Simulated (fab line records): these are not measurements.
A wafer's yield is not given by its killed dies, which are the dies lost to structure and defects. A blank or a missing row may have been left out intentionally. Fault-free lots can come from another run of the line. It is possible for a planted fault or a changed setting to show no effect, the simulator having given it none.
Which tool is to blame? || flow sky130 || 13 lots, 39 wafers sampled, at 5 steps of a route of 708

## WHAT THE GAUGES READ, wafer by wafer
SKY_GATE_OXIDE_THK_MEAS_02.
{"lot": "L335", "measured": "day 12 22:57", "on": "film metro-02", "GATE_OXIDE_OXIDATION_00_THK (nm)": "10.00 9.87 10.09"}
{"lot": "L336", "measured": "day 13 03:23", "on": "film metro-04", "GATE_OXIDE_OXIDATION_00_THK (nm)": "9.82 9.81 9.87"}
{"lot": "L337", "measured": "day 13 10:57", "on": "film metro-01", "GATE_OXIDE_OXIDATION_00_THK (nm)": "10.58 10.43 10.29"}
{"lot": "L338", "measured": "day 13 13:05", "on": "film metro-04", "GATE_OXIDE_OXIDATION_00_THK (nm)": "10.32 10.19 10.05"}
{"lot": "L339", "measured": "day 14 03:43", "on": "film metro-04", "GATE_OXIDE_OXIDATION_00_THK (nm)": "10.13 10.07 10.04"}
{"lot": "L341", "measured": "day 15 16:13", "on": "film metro-02", "GATE_OXIDE_OXIDATION_00_THK (nm)": "10.31 10.37 10.29"}
{"lot": "L343", "measured": "day 17 04:16", "on": "film metro-02", "GATE_OXIDE_OXIDATION_00_THK (nm)": "10.11 10.37 10.16"}
{"lot": "L347", "measured": "day 18 01:10", "on": "film metro-02", "GATE_OXIDE_OXIDATION_00_THK (nm)": "10.20 10.19 10.23"}
{"lot": "L348", "measured": "day 18 11:11", "on": "film metro-02", "GATE_OXIDE_OXIDATION_00_THK (nm)": "10.34 10.31 10.37"}
{"lot": "L353", "measured": "day 19 12:32", "on": "film metro-02", "GATE_OXIDE_OXIDATION_00_THK (nm)": "10.16 10.32 10.26"}
{"lot": "L352", "measured": "day 19 13:57", "on": "film metro-01", "GATE_OXIDE_OXIDATION_00_THK (nm)": "10.32 10.37 10.15"}
{"lot": "L354", "measured": "day 19 21:34", "on": "film metro-01", "GATE_OXIDE_OXIDATION_00_THK (nm)": "9.90 10.08 10.05"}
{"lot": "L357", "measured": "day 20 04:58", "on": "film metro-02", "GATE_OXIDE_OXIDATION_00_THK (nm)": "10.07 10.08 10.23"}

SKY_POLY_GATE_CD_MEAS_13: target cd 150 nm.
{"lot": "L335", "measured": "day 16 20:20", "on": "cd sem-01", "cd nm (nm)": "150.2 149.9 148.8"}
{"lot": "L336", "measured": "day 16 20:41", "on": "cd sem-01", "cd nm (nm)": "150.1 151.9 148.9"}
{"lot": "L337", "measured": "day 17 04:01", "on": "cd sem-01", "cd nm (nm)": "148.0 147.7 148.0"}
{"lot": "L338", "measured": "day 17 06:56", "on": "cd sem-02", "cd nm (nm)": "150.7 151.0 150.2"}
{"lot": "L339", "measured": "day 17 20:31", "on": "cd sem-02", "cd nm (nm)": "149.5 148.2 148.7"}
{"lot": "L341", "measured": "day 19 17:07", "on": "cd sem-01", "cd nm (nm)": "149.2 148.9 147.8"}
{"lot": "L343", "measured": "day 21 07:06", "on": "cd sem-01", "cd nm (nm)": "149.4 150.9 149.3"}
{"lot": "L347", "measured": "day 22 00:56", "on": "cd sem-02", "cd nm (nm)": "150.7 150.8 151.2"}
{"lot": "L348", "measured": "day 22 13:15", "on": "cd sem-01", "cd nm (nm)": "151.0 150.9 151.4"}
{"lot": "L353", "measured": "day 23 13:12", "on": "cd sem-01", "cd nm (nm)": "150.5 152.1 150.6"}
{"lot": "L352", "measured": "day 23 15:26", "on": "cd sem-02", "cd nm (nm)": "151.0 149.8 150.4"}
{"lot": "L354", "measured": "day 23 23:22", "on": "cd sem-01", "cd nm (nm)": "150.0 150.2 151.1"}
{"lot": "L357", "measured": "day 24 05:56", "on": "cd sem-02", "cd nm (nm)": "149.5 150.2 149.9"}

SKY_LDD_N_OVL_MEAS_07.
{"lot": "L335", "measured": "day 18 04:55", "on": "overlay-02", "LDD_N_OVL (nm)": "1.6 1.2 2.8"}
{"lot": "L336", "measured": "day 18 05:05", "on": "overlay-02", "LDD_N_OVL (nm)": "0.6 0.1 -0.9"}
{"lot": "L337", "measured": "day 18 11:44", "on": "overlay-02", "LDD_N_OVL (nm)": "1.2 4.1 1.2"}
{"lot": "L338", "measured": "day 18 15:02", "on": "overlay-01", "LDD_N_OVL (nm)": "0.6 1.8 1.6"}
{"lot": "L339", "measured": "day 19 03:49", "on": "overlay-01", "LDD_N_OVL (nm)": "-0.3 1.2 -1.6"}
{"lot": "L341", "measured": "day 21 03:07", "on": "overlay-02", "LDD_N_OVL (nm)": "2.5 2.1 1.3"}
{"lot": "L343", "measured": "day 22 16:02", "on": "overlay-02", "LDD_N_OVL (nm)": "2.5 1.8 1.1"}
{"lot": "L347", "measured": "day 23 08:43", "on": "overlay-02", "LDD_N_OVL (nm)": "-0.1 1.0 1.0"}
{"lot": "L348", "measured": "day 23 21:12", "on": "overlay-01", "LDD_N_OVL (nm)": "0.1 -0.8 -1.1"}
{"lot": "L353", "measured": "day 24 21:15", "on": "overlay-02", "LDD_N_OVL (nm)": "0.5 -0.6 1.1"}
{"lot": "L352", "measured": "day 24 22:55", "on": "overlay-01", "LDD_N_OVL (nm)": "0.3 2.2 0.9"}
{"lot": "L354", "measured": "day 25 07:25", "on": "overlay-01", "LDD_N_OVL (nm)": "1.3 2.8 1.5"}
{"lot": "L357", "measured": "day 25 12:29", "on": "overlay-01", "LDD_N_OVL (nm)": "1.8 -1.8 0.7"}

SKY_LDD_P_TW_MEAS_11.
{"lot": "L335", "measured": "day 19 14:16", "on": "film metro-04", "LDD_P_TW": "636 636 633"}
{"lot": "L336", "measured": "day 19 12:15", "on": "film metro-01", "LDD_P_TW": "631 636 636"}
{"lot": "L337", "measured": "day 19 20:01", "on": "film metro-02", "LDD_P_TW": "643 638 639"}
{"lot": "L338", "measured": "day 19 22:56", "on": "film metro-01", "LDD_P_TW": "631 631 632"}
{"lot": "L339", "measured": "day 20 11:23", "on": "film metro-04", "LDD_P_TW": "629 628 628"}
{"lot": "L341", "measured": "day 22 11:28", "on": "film metro-01", "LDD_P_TW": "633 635 636"}
{"lot": "L343", "measured": "day 23 23:24", "on": "film metro-02", "LDD_P_TW": "638 637 638"}
{"lot": "L347", "measured": "day 24 15:49", "on": "film metro-01", "LDD_P_TW": "635 632 631"}
{"lot": "L348", "measured": "day 25 04:09", "on": "film metro-02", "LDD_P_TW": "384 381 383"}
{"lot": "L353", "measured": "day 26 04:09", "on": "film metro-02", "LDD_P_TW": "630 632 630"}
{"lot": "L352", "measured": "day 26 06:03", "on": "film metro-02", "LDD_P_TW": "383 386 385"}
{"lot": "L354", "measured": "day 26 14:56", "on": "film metro-01", "LDD_P_TW": "637 632 640"}
{"lot": "L357", "measured": "day 26 19:00", "on": "film metro-04", "LDD_P_TW": "631 634 632"}

## TOOL THAT RAN EACH LOT (tool first, then ch and the chambers of the sampled wafers, then the start)
{"lot": "L335", "SKY_LDD_P_IMPLANT_09": "implanter-04 ch 0, day 19 14:01"}
{"lot": "L336", "SKY_LDD_P_IMPLANT_09": "implanter-04 ch 0, day 19 12:00"}
{"lot": "L337", "SKY_LDD_P_IMPLANT_09": "implanter-01 ch 0, day 19 19:46"}
{"lot": "L338", "SKY_LDD_P_IMPLANT_09": "implanter-04 ch 0, day 19 22:41"}
{"lot": "L339", "SKY_LDD_P_IMPLANT_09": "implanter-02 ch 0, day 20 11:08"}
{"lot": "L341", "SKY_LDD_P_IMPLANT_09": "implanter-01 ch 0, day 22 11:15"}
{"lot": "L343", "SKY_LDD_P_IMPLANT_09": "implanter-04 ch 0, day 23 23:10"}
{"lot": "L347", "SKY_LDD_P_IMPLANT_09": "implanter-01 ch 0, day 24 15:34"}
{"lot": "L348", "SKY_LDD_P_IMPLANT_09": "implanter-01 ch 0, day 25 03:55"}
{"lot": "L353", "SKY_LDD_P_IMPLANT_09": "implanter-04 ch 0, day 26 03:55"}
{"lot": "L352", "SKY_LDD_P_IMPLANT_09": "implanter-01 ch 0, day 26 05:49"}
{"lot": "L354", "SKY_LDD_P_IMPLANT_09": "implanter-04 ch 0, day 26 14:43"}
{"lot": "L357", "SKY_LDD_P_IMPLANT_09": "implanter-02 ch 0, day 26 18:48"}
- SKY_LDD_P_IMPLANT_09

## AS READ BY THE TOOLS THEMSELVES (means over the sampled wafers that have a number; for cases with no such wafer, the mark the record gives instead)
SKY_LDD_P_IMPLANT_09.
{"lot": "L335", "tool": "implanter-04", "dose ions cm2": 9.995e+12, "faraday current uA": 57.3}
{"lot": "L336", "tool": "implanter-04", "dose ions cm2": 1.000e+13, "faraday current uA": 56.7}
{"lot": "L337", "tool": "implanter-01", "dose ions cm2": 9.993e+12, "faraday current uA": 57.7}
{"lot": "L338", "tool": "implanter-04", "dose ions cm2": 9.999e+12, "faraday current uA": 55.6}
{"lot": "L339", "tool": "implanter-02", "dose ions cm2": 1.001e+13, "faraday current uA": 55.3}
{"lot": "L341", "tool": "implanter-01", "dose ions cm2": 9.996e+12, "faraday current uA": 57.2}
{"lot": "L343", "tool": "implanter-04", "dose ions cm2": 9.996e+12, "faraday current uA": 55.8}
{"lot": "L347", "tool": "implanter-01", "dose ions cm2": 9.993e+12, "faraday current uA": 57.1}
{"lot": "L348", "tool": "implanter-01", "dose ions cm2": 1.940e+12, "faraday current uA": 10.9}
{"lot": "L353", "tool": "implanter-04", "dose ions cm2": 9.994e+12, "faraday current uA": 57.0}
{"lot": "L352", "tool": "implanter-01", "dose ions cm2": 1.915e+12, "faraday current uA": 11.0}
{"lot": "L354", "tool": "implanter-04", "dose ions cm2": 1.000e+13, "faraday current uA": 57.1}
{"lot": "L357", "tool": "implanter-02", "dose ions cm2": 1.001e+13, "faraday current uA": 56.9}

## THE ANSWER, worked out from the rows above alone
Rule: what is usual is taken from the lots themselves. The widest of any qualifying gaps counts: lots, ordered by their means at a reading, are off when they make up no more than a third of the lots, leave a main group of 4 or more, and stand apart from it by 3 or more times the standard deviation of that group's means. A main group whose means are all the same, to the digits that the tables above print for the reading, isn't used. A lot without any number at a reading at which 4 lots or more have one is off too. Where the step has rows for the other lots, those lots are counted as sound. The gauges are gone through in route order, then the tools' own readings, and for those a lot's mean is taken as printed above. The first step at which some lot is off is used, and at that step the reading that is off furthest; a lot without a number counts as furthest.
Off: L348, L352, seen at SKY_LDD_P_TW_MEAS_11 (LDD_P_TW). The main group has a mean of 634 with a standard deviation of 3.2.
A tool fits if, at a process step before that reading, it ran every lot that is off, and no sound lot after the first of them. The gauges at SKY_LDD_P_TW_MEAS_11 aren't tried: what is off there is off at SKY_LDD_P_IMPLANT_09 too, on other tools, and a gauge's error can't cause that. One fits: implanter-01 at SKY_LDD_P_IMPLANT_09. A fault onset in the window from L347 (day 24 15:34, its last sound lot) to L348 (day 25 03:55, its first lot off) fits.
The tool's own readings at SKY_LDD_P_IMPLANT_09 bear it out: on the lots that are off they differ by more than 5 times the standard deviation of the sound lots' means. dose ions cm2 reads 1.928e+12 there against 9.999e+12 on the sound lots; faraday current uA reads 10.9 there against 56.7 on the sound lots.

## WHAT THE SIMULATOR HAD PUT IN
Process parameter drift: implanter-01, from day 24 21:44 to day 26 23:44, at SKY_LDD_P_IMPLANT_09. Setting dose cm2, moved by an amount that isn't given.
Lots struck among those shown: L348, L352. This agrees with what the rule above found.
